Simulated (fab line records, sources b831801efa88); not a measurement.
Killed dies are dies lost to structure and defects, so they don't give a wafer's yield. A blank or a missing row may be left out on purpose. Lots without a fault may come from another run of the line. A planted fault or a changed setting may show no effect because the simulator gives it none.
fab line records | flow gf180mcu
record lots=5 wafers=15 last_day=34
route steps=602 shown STI@17 DNWELL@32 NWELL@42 LVPWELL@54
lots that met no fault: from a run of the same line without faults
start_h: hours from the record's first day to the start of the lot's first wafer shown | wait_h: hours since the lot's step before | " the same as in the row above | L1.1+2: a row that stands for several wafers | - no value, or no start given | * or withheld: withheld | < > ~ a bound
route shown NAME@n: a module of which the file shows steps, and the number in the route of the first | usual: mean/standard deviation of fault-free wafers | same: alike in all rows | chamber/n: place in a boat | sites: the reading at each site | _std_site: their standard deviation | _edge_site: outer sites' mean less inner sites' | radius_mm: how far each site lies from the wafer's centre | mask NAME#n: copy n | behind: the tool/chamber that last shaped the wafer | hold: why the lot was held/for how many hours/how that ended | device: the transistor (n, p or np) that didn't switch | end of line: the same wafers' tests at the end of the route | a step without rows: its recipe alone | killed: dies lost to structure and defects at the first sort, not the wafer's yield | map: a wafer's dies, x killed, . not, _ none there
set.NAME: the setting as run; set.NAME@STEP: as run at that earlier step | model.NAME: the simulator's own value behind a step, which no gauge read
lots at some steps of the route; a table a step, a row a wafer
services: from which hour (start_h, from the record's first day; less than 0 if before it) a tool's chamber was out of use, for how many hours, and why
## steps
# step GF_STI_CLEAN_16
# recipe chemistry=dHF time_s=25 dilution=100:1
# columns lot.wafer tool chamber start_h wait_h
L076.2+5+6 wet_bench-03 2 37.31 0.1
L084.1+4+6 wet_bench-03 0 77.71 0.1
L091.1+2+4 wet_bench-02 3 116.11 0.1
L095.1+3+6 wet_bench-04 0 133.58 0.1
L096.3+4+5 wet_bench-03 2 142.16 0.0
# step GF_STI_WET_ETCH_17
# recipe chemistry=H3PO4 target_depth_nm=45 temp_c=160 target=Si3N4 time_s=514
# columns lot.wafer tool chamber start_h wait_h
L076.2+5+6 wet_bench-04 1 37.32 0.0
L084.1+4+6 wet_bench-04 0 77.72 0.0
L091.1+2+4 wet_bench-03 1 116.12 0.0
L095.1+3+6 wet_bench-04 3 133.60 0.0
L096.3+4+5 wet_bench-04 3 142.17 0.0
# step GF_STI_CLEAN_18
# recipe chemistry=SC1/SC2 mix=1:4:20 temp_c=70 time_s=150
# columns lot.wafer tool chamber start_h wait_h
L076.2+5+6 wet_bench-02 2 37.48 0.0
L084.1+4+6 wet_bench-02 1 77.88 0.0
L091.1+2+4 wet_bench-03 2 116.27 0.0
L095.1+3+6 wet_bench-04 3 133.75 0.0
L096.3+4+5 wet_bench-02 0 142.32 0.0
# step GF_STI_CLEAN_19
# recipe chemistry=dHF time_s=20 dilution=100:1
# columns lot.wafer tool chamber start_h wait_h
L076.2+5+6 wet_bench-03 3 37.53 0.0
L084.1+4+6 wet_bench-03 2 77.93 0.0
L091.1+2+4 wet_bench-03 0 116.32 0.0
L095.1+3+6 wet_bench-02 2 133.80 0.0
L096.3+4+5 wet_bench-03 3 142.37 0.0
# step GF_STI_WET_ETCH_20
# recipe chemistry=dHF dilution=100:1 target_depth_nm=20 temp_c=25 dry=ipa_marangoni target=SiO2 time_s=400
# columns lot.wafer tool chamber start_h wait_h
L076.2+5+6 wet_bench-04 0 37.54 0.0
L084.1+4+6 wet_bench-04 3 77.94 0.0
L091.1+2+4 wet_bench-03 2 116.34 0.0
L095.1+3+6 wet_bench-03 0 133.81 0.0
L096.3+4+5 wet_bench-04 3 142.39 0.0
# step GF_STI_OXIDATION_21
# recipe temp_c=1000 ambient=O2 stabilise_s=600 purge_s=300 target_thk_a=150 ox_time_s=458
# usual spike_tc_lower_C=1001.1/1.2 spike_tc_top_C=1006.9/1.2
# columns lot.wafer tool chamber start_h wait_h spike_tc_lower_C spike_tc_top_C
L076.2 furnace-01 0 41.38 3.7 999.9 1007.0
L076.5 " 0 " " 1001.5 1008.2
L076.6 " 0 " " 1000.9 1006.6
L084.1 furnace-01 0 78.26 0.2 1002.3 1005.5
L084.4 " 0 " " 1001.4 1006.1
L084.6 " 0 " " 1000.7 1006.9
L091.1 furnace-01 0 121.72 5.3 999.8 1007.0
L091.2 " 0 " " 1001.9 1007.2
L091.4 " 0 " " 1001.0 1005.5
L095.1 furnace-02 0 138.25 4.3 999.9 1008.8
L095.3 " 0 " " 1001.6 1009.0
L095.6 " 0 " " 1003.6 1005.9
L096.3 furnace-02 0 147.91 5.4 1002.7 1008.5
L096.4 " 0 " " 1001.0 1007.9
L096.5 " 0 " " 1001.8 1005.4
# step GF_STI_THK_MEAS_22
# recipe reads=SiO2_of_STI_OXIDATION_21
# usual STI_OXIDATION_01_THK=14.90/0.26
# columns lot.wafer tool chamber start_h wait_h STI_OXIDATION_01_THK[nm]
L076.2 film_metro-02 - 42.52 0.0 15.39
L076.5 " - " " 15.45
L076.6 " - " " 15.61
L084.1 film_metro-02 - 79.38 0.0 14.66
L084.4 " - " " 15.00
L084.6 " - " " 14.83
L091.1 film_metro-04 - 122.85 0.0 14.66
L091.2 " - " " 14.68
L091.4 " - " " 14.84
L095.1 film_metro-02 - 139.37 0.0 14.74
L095.3 " - " " 14.70
L095.6 " - " " 14.48
L096.3 film_metro-02 - 149.06 0.0 14.90
L096.4 " - " " 14.68
L096.5 " - " " 14.72
# step GF_STI_CVD_23
# recipe material=SiO2 target_thk_nm=650 sigma_open_frac=0.3 time_s=108.3 temp_c=600 sih4_flow_sccm=60 pressure_mtorr=6
# columns lot.wafer tool chamber start_h wait_h
L076.2+5+6 hdpcvd-02 1,2,1 42.57 0.0
L084.1+4+6 hdpcvd-02 2,2,0 79.44 0.1
L091.1+2+4 hdpcvd-02 2,0,1 122.91 0.1
L095.1+3+6 hdpcvd-02 1,0,0 139.43 0.1
L096.3+4+5 hdpcvd-01 0,1,0 149.10 0.0
# step GF_STI_THK_MEAS_24
# recipe reads=SiO2_of_STI_CVD_23
# usual STI_CVD_23_THK=648/6.7
# columns lot.wafer tool chamber start_h wait_h STI_CVD_23_THK[nm]
L076.2 film_metro-03 - 42.65 0.0 653
L076.5 " - " " 646
L076.6 " - " " 657
L084.1 film_metro-02 - 79.52 0.0 650
L084.4 " - " " 652
L084.6 " - " " 647
L091.1 film_metro-03 - 122.99 0.0 655
L091.2 " - " " 657
L091.4 " - " " 654
L095.1 film_metro-04 - 139.51 0.0 646
L095.3 " - " " 647
L095.6 " - " " 645
L096.3 film_metro-03 - 149.19 0.1 637
L096.4 " - " " 653
L096.5 " - " " 654
# step GF_STI_CMP_25
# recipe stop_on=Si3N4 t_overpolish_s=33 down_force_psi=4 platen_rpm=60 target_thk_nm=524.6 pad_velocity_m_s=0.94248
# usual motor_current_A=11.5/0.89 overpolish_run_s=33.001/0.0095 platen_rpm=60.00/0.036 time_to_endpoint_s=122/4.4
# columns lot.wafer tool chamber start_h wait_h motor_current_A overpolish_run_s platen_rpm time_to_endpoint_s
L076.2 cmp-01 3 42.85 0.2 10.1 33.001 60.02 125
L076.5 " 0 " " 13.4 32.997 60.02 111
L076.6 " 1 " " 11.9 32.997 60.06 125
L084.1 cmp-02 2 79.68 0.1 10.6 33.002 59.98 120
L084.4 " 3 " " 11.8 33.018 59.99 124
L084.6 " 1 " " 11.8 33.003 59.99 122
L091.4 cmp-02 1 123.10 0.1 12.9 32.998 60.05 129
L091.1 " 2 " " 10.6 33.014 59.95 128
L091.2 " 3 " " 12.9 32.981 60.01 127
L095.3 cmp-01 2 139.67 0.1 10.5 33.000 60.01 117
L095.1 " 3 " " 10.4 33.000 59.96 118
L095.6 " 1 " " 11.8 32.989 59.95 120
L096.4 cmp-02 0 149.30 0.1 11.4 33.019 59.96 123
L096.3 " 1 " " 12.5 33.000 60.00 126
L096.5 " 3 " " 11.7 32.987 60.01 123
# step GF_STI_WET_ETCH_26
# recipe chemistry=dHF target_depth_nm=94 target=SiO2 temp_c=25 dilution=10:1 time_s=188
# columns lot.wafer tool chamber start_h wait_h
L076.2+5+6 wet_bench-03 1 43.00 0.1
L084.1+4+6 wet_bench-04 1 79.88 0.1
L091.1+2+4 wet_bench-02 3 123.35 0.1
L095.1+3+6 wet_bench-04 3 139.87 0.1
L096.3+4+5 wet_bench-02 0 149.55 0.1
# step GF_STI_WET_ETCH_27
# recipe chemistry=H3PO4 target_depth_nm=160 target=Si3N4 temp_c=160 time_s=1825
# columns lot.wafer tool chamber start_h wait_h
L076.2+5+6 wet_bench-03 0 43.07 0.0
L084.1+4+6 wet_bench-02 3 79.94 0.0
L091.1+2+4 wet_bench-03 1 123.41 0.0
L095.1+3+6 wet_bench-02 2 139.93 0.0
L096.3+4+5 wet_bench-03 3 149.62 0.0
# step GF_STI_WET_ETCH_28
# recipe chemistry=dHF target_depth_nm=20 dry=ipa_marangoni target=SiO2 temp_c=25 dilution=10:1 time_s=40
# columns lot.wafer tool chamber start_h wait_h
L076.2+5+6 wet_bench-04 0 43.63 0.0
L084.1+4+6 wet_bench-03 1 80.46 0.0
L091.1+2+4 wet_bench-04 0 123.97 0.0
L095.1+3+6 wet_bench-03 0 140.45 0.0
L096.3+4+5 wet_bench-02 0 150.14 0.0
# step GF_STI_OXIDATION_29
# recipe temp_c=900 ambient=O2 stabilise_s=600 purge_s=300 target_thk_a=100 ox_time_s=1418
# usual spike_tc_lower_C=901.6/1.3 spike_tc_top_C=908.3/1.2
# columns lot.wafer tool chamber start_h wait_h spike_tc_lower_C spike_tc_top_C
L076.2 furnace-02 0 47.08 3.4 903.2 908.1
L076.5 " 0 " " 902.2 908.6
L076.6 " 0 " " 902.0 908.3
L084.1 furnace-02 0 80.86 0.4 903.3 908.1
L084.4 " 0 " " 902.9 910.4
L084.6 " 0 " " 901.5 908.8
L091.1 furnace-01 0 129.56 5.6 899.9 906.4
L091.2 " 0 " " 901.6 907.5
L091.4 " 0 " " 900.3 906.9
L095.1 furnace-02 0 146.52 6.1 900.9 908.1
L095.3 " 0 " " 901.1 908.5
L095.6 " 0 " " 903.2 910.1
L096.3 furnace-01 0 158.31 8.1 900.3 907.8
L096.4 " 0 " " 901.6 905.2
L096.5 " 0 " " 900.8 909.2
# step GF_STI_THK_MEAS_30
# recipe reads=SiO2_of_STI_OXIDATION_29
# usual STI_OXIDATION_02_THK=9.92/0.2
# columns lot.wafer tool chamber start_h wait_h STI_OXIDATION_02_THK[nm]
L076.2 film_metro-03 - 48.48 0.0 9.96
L076.5 " - " " 9.87
L076.6 " - " " 10.11
L084.1 film_metro-02 - 82.26 0.0 10.28
L084.4 " - " " 10.10
L084.6 " - " " 10.08
L091.1 film_metro-02 - 130.96 0.0 9.74
L091.2 " - " " 9.71
L091.4 " - " " 9.77
L095.1 film_metro-04 - 147.91 0.0 9.80
L095.3 " - " " 9.89
L095.6 " - " " 9.90
L096.3 film_metro-04 - 159.72 0.0 10.09
L096.4 " - " " 10.25
L096.5 " - " " 10.06
# step GF_DNWELL_DEHYDRATE_00
# recipe temp_c=200 time_s=60
# usual exhaust_pa=45.0/0.79 heater_power_total_W=160.37/0.12
# columns lot.wafer tool chamber start_h wait_h exhaust_pa heater_power_total_W
L076.2 litho_track-01 0 53.62 5.1 45.0 160.38
L076.5 " 0 " " 44.7 160.27
L076.6 " 0 " " 44.6 160.24
L084.1 litho_track-02 0 88.71 6.4 43.6 160.40
L084.4 " 0 " " 45.0 160.44
L084.6 " 0 " " 44.3 160.58
L091.1 litho_track-04 0 136.85 5.9 44.4 160.27
L091.2 " 0 " " 44.7 160.37
L091.4 " 0 " " 45.0 160.45
L095.1 litho_track-02 0 154.96 7.0 44.0 160.54
L095.3 " 0 " " 44.4 160.36
L095.6 " 0 " " 43.8 160.42
L096.3 litho_track-01 0 166.34 6.6 44.1 160.48
L096.4 " 0 " " 44.4 160.36
L096.5 " 0 " " 45.4 160.23
# step GF_DNWELL_HMDS_01
# recipe prime_time_s=60 prime_temp_c=120
# usual exhaust_pa=44.9/0.92 prime_temp_c=120.01/0.13
# columns lot.wafer tool chamber start_h wait_h exhaust_pa prime_temp_c
L076.2 litho_track-01 0 53.77 0.1 45.1 120.18
L076.5 " 0 " " 44.8 119.86
L076.6 " 0 " " 44.5 119.81
L084.1 litho_track-02 0 88.86 0.1 46.9 120.13
L084.4 " 0 " " 46.0 119.95
L084.6 " 0 " " 46.5 120.08
L091.1 litho_track-04 0 137.00 0.1 43.6 119.92
L091.2 " 0 " " 43.9 120.03
L091.4 " 0 " " 45.0 120.17
L095.1 litho_track-02 0 155.11 0.1 44.2 119.90
L095.3 " 0 " " 44.7 119.79
L095.6 " 0 " " 44.5 120.09
L096.3 litho_track-01 0 166.49 0.1 44.7 119.98
L096.4 " 0 " " 46.0 120.05
L096.5 " 0 " " 44.9 120.00
# step GF_DNWELL_COAT_02
# recipe spin_rpm=2000 resist_thk_nm=3000
# usual exhaust_pa=45.1/0.96
# columns lot.wafer tool chamber start_h wait_h exhaust_pa
L076.2 litho_track-01 0 53.92 0.1 45.7
L076.5 " 0 " " 44.5
L076.6 " 0 " " 46.4
L084.1 litho_track-02 0 89.01 0.1 45.4
L084.4 " 0 " " 46.4
L084.6 " 0 " " 44.2
L091.1 litho_track-04 0 137.15 0.1 45.5
L091.2 " 0 " " 45.2
L091.4 " 0 " " 43.8
L095.1 litho_track-02 0 155.26 0.1 45.4
L095.3 " 0 " " 44.6
L095.6 " 0 " " 44.1
L096.3 litho_track-01 0 166.64 0.1 43.5
L096.4 " 0 " " 45.2
L096.5 " 0 " " 44.9
# step GF_DNWELL_SOFTBAKE_03
# recipe temp_c=110 time_s=withheld
# usual exhaust_pa=44.9/0.96 heater_power_total_W=65.33/0.14
# columns lot.wafer tool chamber start_h wait_h exhaust_pa heater_power_total_W
L076.2 litho_track-01 0 54.07 0.1 45.3 65.27
L076.5 " 0 " " 46.2 65.30
L076.6 " 0 " " 46.5 65.41
L084.1 litho_track-02 0 89.16 0.1 45.3 65.29
L084.4 " 0 " " 44.5 65.54
L084.6 " 0 " " 44.4 65.43
L091.1 litho_track-04 0 137.30 0.1 43.9 65.14
L091.2 " 0 " " 44.3 65.35
L091.4 " 0 " " 43.9 65.14
L095.1 litho_track-02 0 155.41 0.1 46.8 65.09
L095.3 " 0 " " 44.8 65.27
L095.6 " 0 " " 46.0 65.17
L096.3 litho_track-01 0 166.81 0.1 45.1 65.44
L096.4 " 0 " " 43.9 65.28
L096.5 " 0 " " 45.0 65.12
# step GF_DNWELL_EXPOSE_04
# recipe mask_id=DNWELL target_cd_nm=1700 na=0.6 source_shape=conventional sigma_outer=0.6 dose_mj=260
# columns lot.wafer tool chamber start_h wait_h mask
L076.2+5+6 iline_stepper-01 0 - - DNWELL#0
L084.1+4+6 iline_stepper-01 0 - - DNWELL#0
L091.1+2+4 iline_stepper-01 0 - - DNWELL#0
L095.1+3+6 iline_stepper-01 0 - - DNWELL#0
L096.3+4+5 iline_stepper-02 0 - - DNWELL#0
# step GF_DNWELL_PEB_05
# recipe temp_c=115 time_s=withheld
# usual exhaust_pa=44.8/0.91 heater_power_total_W=69.35/0.13
# columns lot.wafer tool chamber start_h wait_h exhaust_pa heater_power_total_W
L076.2 litho_track-02 0 - - 44.5 69.52
L076.5 " 0 " " 44.7 69.14
L076.6 " 0 " " 45.5 69.42
L084.1 litho_track-04 0 - - 44.2 69.33
L084.4 " 0 " " 45.6 69.14
L084.6 " 0 " " 45.2 69.17
L091.1 litho_track-01 0 - - 44.5 69.44
L091.2 " 0 " " 45.0 69.16
L091.4 " 0 " " 44.3 69.17
L095.1 litho_track-02 0 - - 42.8 69.25
L095.3 " 0 " " 44.6 69.50
L095.6 " 0 " " 44.0 69.26
L096.3 litho_track-02 0 - - 44.6 69.33
L096.4 " 0 " " 45.1 69.32
L096.5 " 0 " " 44.8 69.18
# step GF_DNWELL_DEVELOP_06
# recipe wall_angle_deg=90 develop_time_s=60 dev_temp_c=23
# usual exhaust_pa=45.1/0.91
# columns lot.wafer tool chamber start_h wait_h exhaust_pa
L076.2 litho_track-02 0 - - 44.6
L076.5 " 0 " " 43.9
L076.6 " 0 " " 44.9
L084.1 litho_track-04 0 - - 45.3
L084.4 " 0 " " 46.4
L084.6 " 0 " " 46.1
L091.1 litho_track-01 0 - - 45.6
L091.2 " 0 " " 44.7
L091.4 " 0 " " 45.3
L095.1 litho_track-02 0 - - 45.1
L095.3 " 0 " " 43.9
L095.6 " 0 " " 45.6
L096.3 litho_track-02 0 - - 44.0
L096.4 " 0 " " 44.4
L096.5 " 0 " " 45.7
# step GF_DNWELL_IMPLANT_07
# recipe species=P energy_kev=1500 dose_cm2=1e+13 tilt_deg=0
# columns lot.wafer tool chamber start_h wait_h
L076.2+5+6 implanter-01 0 60.94 -
L084.1+4+6 implanter-04 0 96.00 -
L091.1+2+4 implanter-01 0 144.79 -
L095.1+3+6 implanter-03 0 162.51 -
L096.3+4+5 implanter-03 0 175.51 -
# step GF_DNWELL_STRIP_08
# recipe chemistry=O2/N2 power_w=1400 pressure_mtorr=1500 platen_temp_c=250 o2_flow_sccm=3000 n2_flow_sccm=300 overash_fraction=0.5
# usual chamber_pressure_mTorr=1500.1/1.3 drypump_motor_current_A=5.9/0.39 heater_power_w=305/11 oes_product_au=0.723/0.0049 strip_time_to_endpoint_s=36.99/0.094
# columns lot.wafer tool chamber start_h wait_h chamber_pressure_mTorr drypump_motor_current_A heater_power_w oes_product_au rf_hours_counter_h strip_time_to_endpoint_s
L076.2 plasma_asher-03 1 61.06 0.1 1501.3 6.6 295 0.719 27 37.07
L076.5 " 0 " " 1501.2 5.9 312 0.718 - 37.02
L076.6 " 1 " " 1497.6 6.6 293 0.721 - 37.04
L084.1 plasma_asher-01 0 96.15 0.1 1498.9 6.0 292 0.733 45 36.97
L084.4 " 0 " " 1501.2 6.1 286 0.724 - 37.00
L084.6 " 1 " " 1498.6 5.5 302 0.721 - 36.90
L091.1 plasma_asher-03 0 144.94 0.1 1500.3 5.9 315 0.716 35 37.10
L091.2 " 1 " " 1500.3 6.6 304 0.720 35 36.96
L091.4 " 1 " " 1498.6 6.6 304 0.728 - 37.00
L095.1 plasma_asher-01 1 162.66 0.1 1499.9 5.5 304 0.723 53 36.89
L095.3 " 0 " " 1498.4 6.0 293 0.735 - 36.90
L095.6 " 1 " " 1499.6 5.5 293 0.718 - 36.88
L096.3 plasma_asher-01 1 175.64 0.1 1500.9 5.5 298 0.732 - 36.96
L096.4 " 0 " " 1501.0 6.0 291 0.726 - 37.04
L096.5 " 0 " " 1503.4 6.0 290 0.728 - 37.09
# step GF_DNWELL_TW_MEAS_09
# usual DNWELL_TW=1344/19
# columns lot.wafer tool chamber start_h wait_h DNWELL_TW
L076.2 film_metro-04 - 61.17 0.1 1326
L076.5 " - " " 1324
L076.6 " - " " 1329
L084.1 film_metro-01 - 96.25 0.1 1336
L084.4 " - " " 1338
L084.6 " - " " 1331
L091.1 film_metro-03 - 145.04 0.1 1380
L091.2 " - " " 1374
L091.4 " - " " 1373
L095.1 film_metro-04 - 162.76 0.1 1328
L095.3 " - " " 1332
L095.6 " - " " 1329
L096.3 film_metro-04 - 175.73 0.1 1339
L096.4 " - " " 1344
L096.5 " - " " 1331
# step GF_NWELL_DEHYDRATE_00
# recipe temp_c=200 time_s=60
# usual exhaust_pa=44.9/0.82 heater_power_total_W=160.37/0.13
# columns lot.wafer tool chamber start_h wait_h exhaust_pa heater_power_total_W
L076.2 litho_track-04 0 67.48 6.3 45.2 160.34
L076.5 " 0 " " 44.6 160.30
L076.6 " 0 " " 44.7 160.52
L084.1 litho_track-04 0 102.90 6.6 44.6 160.53
L084.4 " 0 " " 45.5 160.31
L084.6 " 0 " " 45.8 160.58
L091.1 litho_track-04 0 151.95 6.9 43.8 160.33
L091.2 " 0 " " 43.8 160.20
L091.4 " 0 " " 45.3 160.31
L095.1 litho_track-03 0 170.43 7.7 45.6 160.50
L095.3 " 0 " " 45.4 160.30
L095.6 " 0 " " 44.8 160.32
L096.3 litho_track-03 0 183.28 7.5 44.8 160.39
L096.4 " 0 " " 44.6 160.36
L096.5 " 0 " " 45.4 160.25
# step GF_NWELL_HMDS_01
# recipe prime_time_s=60 prime_temp_c=120
# usual exhaust_pa=44.8/0.89 prime_temp_c=119.97/0.13
# columns lot.wafer tool chamber start_h wait_h exhaust_pa prime_temp_c
L076.2 litho_track-04 0 67.63 0.1 43.9 119.88
L076.5 " 0 " " 44.2 119.80
L076.6 " 0 " " 43.0 119.96
L084.1 litho_track-04 0 103.05 0.1 44.5 119.76
L084.4 " 0 " " 44.5 119.98
L084.6 " 0 " " 43.2 120.10
L091.1 litho_track-04 0 152.10 0.1 45.6 119.79
L091.2 " 0 " " 44.2 120.06
L091.4 " 0 " " 43.4 119.97
L095.1 litho_track-03 0 170.58 0.1 47.2 119.93
L095.3 " 0 " " 46.8 120.09
L095.6 " 0 " " 46.7 120.05
L096.3 litho_track-03 0 183.43 0.1 45.8 119.91
L096.4 " 0 " " 44.3 120.04
L096.5 " 0 " " 44.4 119.84
# step GF_NWELL_COAT_02
# recipe spin_rpm=2000 resist_thk_nm=3000
# usual exhaust_pa=45.0/0.96
# columns lot.wafer tool chamber start_h wait_h exhaust_pa
L076.2 litho_track-04 0 67.78 0.1 43.8
L076.5 " 0 " " 45.8
L076.6 " 0 " " 45.0
L084.1 litho_track-04 0 103.20 0.1 43.8
L084.4 " 0 " " 44.4
L084.6 " 0 " " 44.6
L091.1 litho_track-04 0 152.25 0.1 44.8
L091.2 " 0 " " 45.4
L091.4 " 0 " " 45.6
L095.1 litho_track-03 0 170.73 0.1 44.4
L095.3 " 0 " " 44.1
L095.6 " 0 " " 44.0
L096.3 litho_track-03 0 183.58 0.1 44.9
L096.4 " 0 " " 44.9
L096.5 " 0 " " 44.4
# step GF_NWELL_SOFTBAKE_03
# recipe temp_c=110 time_s=withheld
# usual exhaust_pa=45.0/0.74 heater_power_total_W=65.32/0.13
# columns lot.wafer tool chamber start_h wait_h exhaust_pa heater_power_total_W
L076.2 litho_track-04 0 67.94 0.1 44.0 65.25
L076.5 " 0 " " 44.7 65.40
L076.6 " 0 " " 46.4 65.42
L084.1 litho_track-04 0 103.35 0.1 44.9 65.18
L084.4 " 0 " " 45.3 65.24
L084.6 " 0 " " 43.8 65.10
L091.1 litho_track-04 0 152.40 0.1 45.4 65.40
L091.2 " 0 " " 46.1 65.14
L091.4 " 0 " " 44.6 65.42
L095.1 litho_track-03 0 170.88 0.1 45.4 65.48
L095.3 " 0 " " 45.2 65.27
L095.6 " 0 " " 43.7 65.25
L096.3 litho_track-03 0 183.75 0.1 44.1 65.24
L096.4 " 0 " " 43.6 65.35
L096.5 " 0 " " 46.7 65.15
# step GF_NWELL_EXPOSE_04
# recipe mask_id=Nwell target_cd_nm=860 na=0.6 source_shape=conventional sigma_outer=0.6 dose_mj=260
# columns lot.wafer tool chamber start_h wait_h mask
L076.2+5+6 iline_stepper-01 0 - - Nwell#0
L084.1+4+6 iline_stepper-01 0 - - Nwell#0
L091.1+2+4 iline_stepper-01 0 - - Nwell#0
L095.1+3+6 iline_stepper-02 0 - - Nwell#0
L096.3+4+5 iline_stepper-01 0 - - Nwell#0
# step GF_NWELL_PEB_05
# recipe temp_c=115 time_s=withheld
# usual exhaust_pa=45.2/0.92 heater_power_total_W=69.34/0.13
# columns lot.wafer tool chamber start_h wait_h exhaust_pa heater_power_total_W
L076.2 litho_track-03 0 - - 45.4 69.22
L076.5 " 0 " " 44.4 69.20
L076.6 " 0 " " 44.7 69.45
L084.1 litho_track-04 0 - - 44.9 69.48
L084.4 " 0 " " 44.3 69.25
L084.6 " 0 " " 43.4 69.45
L091.1 litho_track-04 0 - - 45.5 69.24
L091.2 " 0 " " 45.9 69.11
L091.4 " 0 " " 45.9 69.45
L095.1 litho_track-01 0 - - 45.1 69.38
L095.3 " 0 " " 45.2 69.44
L095.6 " 0 " " 44.7 69.21
L096.3 litho_track-03 0 - - 45.3 69.35
L096.4 " 0 " " 44.8 69.55
L096.5 " 0 " " 44.9 69.53
# step GF_NWELL_DEVELOP_06
# recipe wall_angle_deg=90 develop_time_s=60 dev_temp_c=23
# usual exhaust_pa=44.9/0.95
# columns lot.wafer tool chamber start_h wait_h exhaust_pa
L076.2 litho_track-03 0 - - 44.7
L076.5 " 0 " " 46.1
L076.6 " 0 " " 45.4
L084.1 litho_track-04 0 - - 43.8
L084.4 " 0 " " 44.2
L084.6 " 0 " " 43.0
L091.1 litho_track-04 0 - - 43.4
L091.2 " 0 " " 43.6
L091.4 " 0 " " 44.8
L095.1 litho_track-01 0 - - 44.5
L095.3 " 0 " " 44.4
L095.6 " 0 " " 45.0
L096.3 litho_track-03 0 - - 44.3
L096.4 " 0 " " 45.4
L096.5 " 0 " " 46.2
# step GF_NWELL_OVL_MEAS_07
# usual NWELL_OVL=-0.6/1.5
# columns lot.wafer tool chamber start_h wait_h NWELL_OVL[nm]
L076.2 overlay-02 - 74.54 - -1.0
L076.5 " - " " 1.2
L076.6 " - " " 0.5
L084.1 overlay-02 - 110.35 - 0.8
L084.4 " - " " -0.7
L084.6 " - " " -1.2
L091.1 overlay-02 - 160.15 - 2.0
L091.2 " - " " 0.5
L091.4 " - " " 1.0
L095.1 overlay-02 - 178.89 - -1.4
L095.3 " - " " -2.5
L095.6 " - " " -4.1
L096.3 overlay-02 - 192.35 - -0.4
L096.4 " - " " 0.1
L096.5 " - " " 0.3
# step GF_NWELL_IMPLANT_08
# recipe species=P energy_kev=450 dose_cm2=1.5e+13 tilt_deg=0
# columns lot.wafer tool chamber start_h wait_h
L076.2+5+6 implanter-04 0 74.60 0.0
L084.1+4+6 implanter-04 0 110.39 0.0
L091.1+2+4 implanter-04 0 160.19 0.0
L095.1+3+6 implanter-01 0 178.93 0.0
L096.3+4+5 implanter-04 0 192.42 0.1
# step GF_NWELL_IMPLANT_09
# recipe species=P energy_kev=160 dose_cm2=4e+12 tilt_deg=0
# columns lot.wafer tool chamber start_h wait_h
L076.2+5+6 implanter-04 0 74.75 0.1
L084.1+4+6 implanter-04 0 110.54 0.1
L091.1+2+4 implanter-04 0 160.34 0.1
L095.1+3+6 implanter-01 0 179.08 0.1
L096.3+4+5 implanter-04 0 192.57 0.1
# step GF_NWELL_STRIP_10
# recipe chemistry=O2/N2 power_w=1400 pressure_mtorr=1500 platen_temp_c=250 o2_flow_sccm=3000 n2_flow_sccm=300 overash_fraction=0.5
# usual chamber_pressure_mTorr=1499.9/1.4 drypump_motor_current_A=5.63/0.26 heater_power_w=315/25 oes_product_au=0.722/0.0044 strip_time_to_endpoint_s=36.98/0.091
# columns lot.wafer tool chamber start_h wait_h chamber_pressure_mTorr drypump_motor_current_A heater_power_w oes_product_au rf_hours_counter_h strip_time_to_endpoint_s
L076.2 plasma_asher-02 1 74.87 0.1 1499.3 5.75 318 0.714 43 36.91
L076.5 " 1 " " 1499.6 5.77 328 0.718 - 36.88
L076.6 " 0 " " 1499.8 5.23 320 0.724 - 36.97
L084.1 plasma_asher-01 1 110.69 0.1 1502.2 5.56 300 0.722 46 37.04
L084.4 " 1 " " 1499.4 5.54 306 0.718 - 37.12
L084.6 " 1 " " 1500.0 5.52 308 0.722 - 37.13
L091.1 plasma_asher-02 1 160.49 0.1 1500.8 5.76 328 0.729 52 37.13
L091.2 " 0 " " 1499.2 5.24 316 0.724 52 37.06
L091.4 " 0 " " 1500.8 5.23 318 0.727 - 37.06
L095.1 plasma_asher-02 1 179.23 0.1 1500.1 5.75 326 0.721 55 37.03
L095.3 " 0 " " 1498.8 5.26 314 0.725 - 36.97
L095.6 " 0 " " 1498.2 5.25 314 0.723 - 37.11
L096.3 plasma_asher-01 0 192.70 0.1 1498.1 6.00 293 0.725 - 36.86
L096.4 " 1 " " 1500.9 5.51 299 0.721 - 36.94
L096.5 " 1 " " 1499.7 5.51 308 0.718 - 36.98
# step GF_NWELL_TW_MEAS_11
# usual NWELL_TW=1554/19
# columns lot.wafer tool chamber start_h wait_h NWELL_TW
L076.2 film_metro-02 - 74.98 0.1 1530
L076.5 " - " " 1532
L076.6 " - " " 1535
L084.1 film_metro-01 - 110.79 0.1 1559
L084.4 " - " " 1566
L084.6 " - " " 1566
L091.1 film_metro-01 - 160.59 0.1 1566
L091.2 " - " " 1552
L091.4 " - " " 1558
L095.1 film_metro-01 - 179.33 0.1 1538
L095.3 " - " " 1555
L095.6 " - " " 1550
L096.3 film_metro-01 - 192.79 0.1 1575
L096.4 " - " " 1575
L096.5 " - " " 1562
# step GF_LVPWELL_DEHYDRATE_00
# recipe temp_c=200 time_s=60
# usual exhaust_pa=45.1/0.85 heater_power_total_W=160.38/0.13
# columns lot.wafer tool chamber start_h wait_h exhaust_pa heater_power_total_W
L076.2 litho_track-03 0 81.36 6.4 45.1 160.24
L076.5 " 0 " " 43.7 160.29
L076.6 " 0 " " 43.9 160.29
L084.1 litho_track-01 0 116.84 6.0 45.6 160.39
L084.4 " 0 " " 46.0 160.39
L084.6 " 0 " " 44.4 160.37
L091.1 litho_track-02 0 167.01 6.4 45.0 160.62
L091.2 " 0 " " 44.3 160.36
L091.4 " 0 " " 45.7 160.17
L095.1 litho_track-02 0 187.01 7.7 46.9 160.46
L095.3 " 0 " " 47.0 160.20
L095.6 " 0 " " 45.4 160.46
L096.3 litho_track-03 0 201.03 8.2 46.4 160.55
L096.4 " 0 " " 45.5 160.34
L096.5 " 0 " " 45.0 160.18
## services
# columns tool chamber start_h hours kind
furnace-02 - 17.61 16.3 repair
hdpcvd-02 - 29.93 2.7 repair
furnace-02 - 34.16 9.9 repair
implanter-04 - 35.18 3.7 repair
implanter-01 - 40.22 4.5 pm
plasma_asher-01 - 41.86 1.2 repair
iline_stepper-01 - 43.04 8.9 pm
furnace-01 - 45.15 2.8 pm
implanter-01 - 47.62 4.0 repair
iline_stepper-01 - 51.93 1.7 pm
hdpcvd-02 0 65.57 3.4 repair
furnace-02 - 88.94 2.7 pm
implanter-04 - 91.40 1.8 repair
furnace-02 - 94.48 35.2 pm
implanter-04 - 102.98 6.1 pm
implanter-04 - 116.14 0.6 repair
wet_bench-02 - 121.12 0.5 repair
furnace-01 - 130.96 4.3 pm
furnace-01 - 133.36 24.9 repair
iline_stepper-01 - 145.54 4.4 pm
hdpcvd-02 0 151.30 5.6 repair
iline_stepper-01 - 158.30 14.0 repair
furnace-02 - 180.43 3.8 pm
furnace-01 - 195.62 3.3 pm
## key
fault none
